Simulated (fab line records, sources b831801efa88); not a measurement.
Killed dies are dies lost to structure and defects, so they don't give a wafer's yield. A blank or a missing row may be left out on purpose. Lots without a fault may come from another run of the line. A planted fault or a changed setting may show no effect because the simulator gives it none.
Which tool did it? | flow gf180mcu | 12 lots, 36 wafers sampled, at 6 steps of a route of 602

WHAT THE GAUGES READ, wafer by wafer
GF_LVPWELL_OVL_MEAS_07. Usual: LVPWELL_OVL 0.7 nm, standard deviation 1.2.
lot  | measured    | on         | LVPWELL_OVL (nm) | flag
L655 | day 4 07:19 | overlay-02 | 2.1 1.5 2.7      |
L656 | day 4 14:55 | overlay-02 | 0.4 0.6 0.9      |
L657 | day 4 20:31 | overlay-02 | 1.0 -0.6 1.0     |
L659 | day 5 07:37 | overlay-02 | 0.9 1.0 2.0      |
L660 | day 5 15:48 | overlay-01 | 0.4 0.7 1.6      |
L662 | day 6 01:38 | overlay-01 | 3.5 0.6 1.7      |
L663 | day 6 05:34 | overlay-02 | 0.9 -0.3 -0.9    |
L664 | day 6 09:44 | overlay-02 | -0.9 -1.8 -1.1   |
L667 | day 7 02:28 | overlay-01 | 1.0 1.4 1.3      |
L674 | day 8 20:43 | overlay-01 | 2.7 -0.6 0.3     |
L675 | day 9 01:31 | overlay-01 | -0.4 -1.4 0.4    |
L676 | day 9 08:22 | overlay-01 | 1.0 1.6 0.3      |

GF_HV_LDD_TW_MEAS_11. Usual: HV_LDD_TW 2415, standard deviation 22.
lot  | measured     | on            | HV_LDD_TW      | flag
L655 | day 10 19:28 | film_metro-02 | 2434 2436 2426 |
L656 | day 11 04:44 | film_metro-01 | 2415 2405 2404 |
L657 | day 11 09:31 | film_metro-02 | 2425 2437 2430 |
L659 | day 12 00:07 | film_metro-02 | 2431 2428 2456 |
L660 | day 12 13:39 | film_metro-02 | 2431 2441 2437 |
L662 | day 12 22:14 | film_metro-02 | 2434 2442 2436 |
L663 | day 13 08:16 | film_metro-04 | 1741 1746 1746 | OFF
L664 | day 13 14:07 | film_metro-04 | 1750 1740 1737 | OFF
L667 | day 14 11:01 | film_metro-02 | 2436 2437 2420 |
L674 | day 16 12:35 | film_metro-01 | 2437 2427 2431 |
L675 | day 16 21:03 | film_metro-01 | 2436 2424 2422 |
L676 | day 17 12:29 | film_metro-01 | 2430 2418 2415 |

GF_HV_LDD_RS_MEAS_53: measures by four-point-probe. Usual: HV_LDD_RS 418.2 ohm/sq, standard deviation 0.93.
lot  | measured     | on            | HV_LDD_RS (ohm/sq) | flag
L655 | day 13 07:20 | film_metro-01 | 418.0 417.6 417.4  |
L656 | day 13 16:10 | film_metro-04 | 420.0 419.3 418.9  |
L657 | day 13 22:30 | film_metro-01 | 417.9 417.9 417.9  |
L659 | day 14 13:09 | film_metro-02 | 418.7 418.5 417.6  |
L660 | day 15 05:20 | film_metro-04 | 418.1 419.2 419.0  |
L662 | day 15 14:14 | film_metro-02 | 418.4 417.5 417.7  |
L663 | day 16 01:51 | film_metro-01 | 609.8 610.8 611.6  | OFF
L664 | day 16 08:26 | film_metro-01 | 611.1 611.7 610.3  | OFF
L667 | day 17 06:58 | film_metro-04 | 418.2 418.7 419.1  |
L674 | day 19 11:16 | film_metro-01 | 417.4 418.2 417.3  |
L675 | day 19 20:42 | film_metro-02 | 418.3 417.8 419.0  |
L676 | day 20 12:26 | film_metro-02 | 418.6 419.6 417.8  |

GF_SAB_CD_MEAS_09: target cd 420 nm. Usual: cd_nm 419.6 nm, standard deviation 2.4.
lot  | measured     | on        | cd_nm (nm)        | flag
L655 | day 16 04:22 | cd_sem-02 | 419.5 420.1 418.8 |
L656 | day 16 14:25 | cd_sem-02 | 419.8 421.2 420.6 |
L657 | day 16 23:02 | cd_sem-02 | 421.6 418.3 417.3 |
L659 | day 17 11:17 | cd_sem-02 | 419.3 419.1 417.7 |
L660 | day 18 07:16 | cd_sem-01 | 421.0 420.5 421.4 |
L662 | day 18 18:50 | cd_sem-01 | 421.7 421.0 420.2 |
L663 | day 19 02:44 | cd_sem-02 | 422.6 421.9 421.7 |
L664 | day 19 10:21 | cd_sem-02 | 418.8 418.9 417.9 |
L667 | day 20 08:59 | cd_sem-01 | 417.5 420.3 418.2 |
L674 | day 22 14:50 | cd_sem-02 | 420.7 421.7 420.9 |
L675 | day 22 23:41 | cd_sem-02 | 416.5 416.9 416.4 |
L676 | day 23 15:20 | cd_sem-02 | 419.3 417.2 420.0 |

WHICH TOOL RAN EACH LOT (tool, then ch and the chambers of the sampled wafers, then the start)
lot  | GF_VT_IMPLANT_STRIP_31               | GF_HV_LDD_IMPLANT_09
L655 | plasma_asher-03 ch 1, day 7 11:17    | implanter-01 ch 0, day 10 19:14
L656 | plasma_asher-02 ch 0,1, day 7 19:29  | implanter-01 ch 0, day 11 04:29
L657 | plasma_asher-03 ch 0,1, day 8 02:29  | implanter-01 ch 0, day 11 09:16
L659 | plasma_asher-02 ch 0,1, day 8 15:06  | implanter-03 ch 0, day 11 23:52
L660 | plasma_asher-02 ch 0,1, day 9 00:47  | implanter-01 ch 0, day 12 13:24
L662 | plasma_asher-02 ch 0,1, day 9 11:02  | implanter-01 ch 0, day 12 22:01
L663 | plasma_asher-02 ch 0,1, day 9 16:59  | implanter-01 ch 0, day 13 08:01
L664 | plasma_asher-03 ch 0,1, day 9 21:26  | implanter-01 ch 0, day 13 13:54
L667 | plasma_asher-03 ch 0,1, day 10 17:08 | implanter-02 ch 0, day 14 10:48
L674 | plasma_asher-02 ch 0,1, day 12 16:57 | implanter-03 ch 0, day 16 12:21
L675 | plasma_asher-03 ch 0,1, day 12 23:11 | implanter-02 ch 0, day 16 20:48
L676 | plasma_asher-02 ch 0,1, day 13 09:25 | implanter-01 ch 0, day 17 12:16
- GF_VT_IMPLANT_STRIP_31: strips in O2/N2.
- GF_HV_LDD_IMPLANT_09

WHAT THE TOOLS THEMSELVES READ (means of the sampled wafers that have a number; where no wafer has one, the mark that the record gives instead)
GF_VT_IMPLANT_STRIP_31. Usual: drypump_motor_current_A 5.4 A, standard deviation 0.49; heater_power_w 321 W, standard deviation 28; oes_product_au 0.715 a.u., standard deviation 0.0046; platen_temp_c 250.01 C, standard deviation 0.16; strip_time_to_endpoint_s 12.66 s, standard deviation 0.034.
lot  | tool            | drypump_motor_current_A (A) | heater_power_w (W) | oes_product_au (a.u.) | platen_temp_c (C) | strip_time_to_endpoint_s (s) | flag
L655 | plasma_asher-03 | 5.6                         | 290                | 0.711                 | 250.18            | 12.66                        |
L656 | plasma_asher-02 | 5.0                         | 316                | 0.720                 | 250.24            | 12.65                        |
L657 | plasma_asher-03 | 5.5                         | 300                | 0.715                 | 250.03            | 12.65                        |
L659 | plasma_asher-02 | 5.0                         | 317                | 0.716                 | 250.03            | 12.64                        |
L660 | plasma_asher-02 | 4.9                         | 317                | 0.714                 | 250.06            | 12.68                        |
L662 | plasma_asher-02 | 5.0                         | 314                | 0.713                 | 249.93            | 12.68                        |
L663 | plasma_asher-02 | 5.2                         | 343                | 0.715                 | 250.05            | 12.72                        |
L664 | plasma_asher-03 | 5.3                         | 313                | 0.719                 | 250.13            | 12.70                        |
L667 | plasma_asher-03 | 5.5                         | 301                | 0.720                 | 249.94            | 12.59                        |
L674 | plasma_asher-02 | 5.2                         | 340                | 0.711                 | 250.01            | 12.69                        |
L675 | plasma_asher-03 | 5.4                         | 313                | 0.714                 | 249.95            | 12.65                        |
L676 | plasma_asher-02 | 5.2                         | 341                | 0.716                 | 249.88            | 12.69                        |

GF_HV_LDD_IMPLANT_09. Usual: dose_ions_cm2 1.0002e+14, standard deviation 1e+11; faraday_current_uA 564, standard deviation 9.9.
lot  | tool         | dose_ions_cm2 | faraday_current_uA | flag
L655 | implanter-01 | 1.0004e+14    | 563                |
L656 | implanter-01 | 1.0004e+14    | 567                |
L657 | implanter-01 | 1.0007e+14    | 572                |
L659 | implanter-03 | 1.0000e+14    | 563                |
L660 | implanter-01 | 9.9917e+13    | 561                |
L662 | implanter-01 | 1.0018e+14    | 559                |
L663 | implanter-01 | 3.3053e+13    | 188                | OFF
L664 | implanter-01 | 3.3117e+13    | 189                | OFF
L667 | implanter-02 | 1.0006e+14    | 572                |
L674 | implanter-03 | 1.0010e+14    | 570                |
L675 | implanter-02 | 9.9987e+13    | 565                |
L676 | implanter-01 | 1.0015e+14    | 563                |

THE ANSWER, worked out from the rows above alone
Rule: a lot is off if the mean of its wafers that have a number lies more than 3 standard deviations from the usual mean. A lot without any number at a reading at which 4 lots or more have one is off too. The other lots that the step has rows for count as sound. The gauges are gone through in route order, then the tools' own readings, and for those a lot's mean is taken as printed above. The first step at which some lot is off is used, and at that step the reading that is off furthest; a lot without a number counts as furthest.
Off: L663, L664, at GF_HV_LDD_TW_MEAS_11 (HV_LDD_TW).
A tool fits if, at a process step before that reading, it ran every lot that is off, and no sound lot after the first of them. The gauges at GF_HV_LDD_TW_MEAS_11 aren't tried: what is off there is off at GF_HV_LDD_RS_MEAS_53 too, on other tools, and a gauge's error can't cause that. None of those tried fits.

WHAT THE SIMULATOR HAD PUT IN
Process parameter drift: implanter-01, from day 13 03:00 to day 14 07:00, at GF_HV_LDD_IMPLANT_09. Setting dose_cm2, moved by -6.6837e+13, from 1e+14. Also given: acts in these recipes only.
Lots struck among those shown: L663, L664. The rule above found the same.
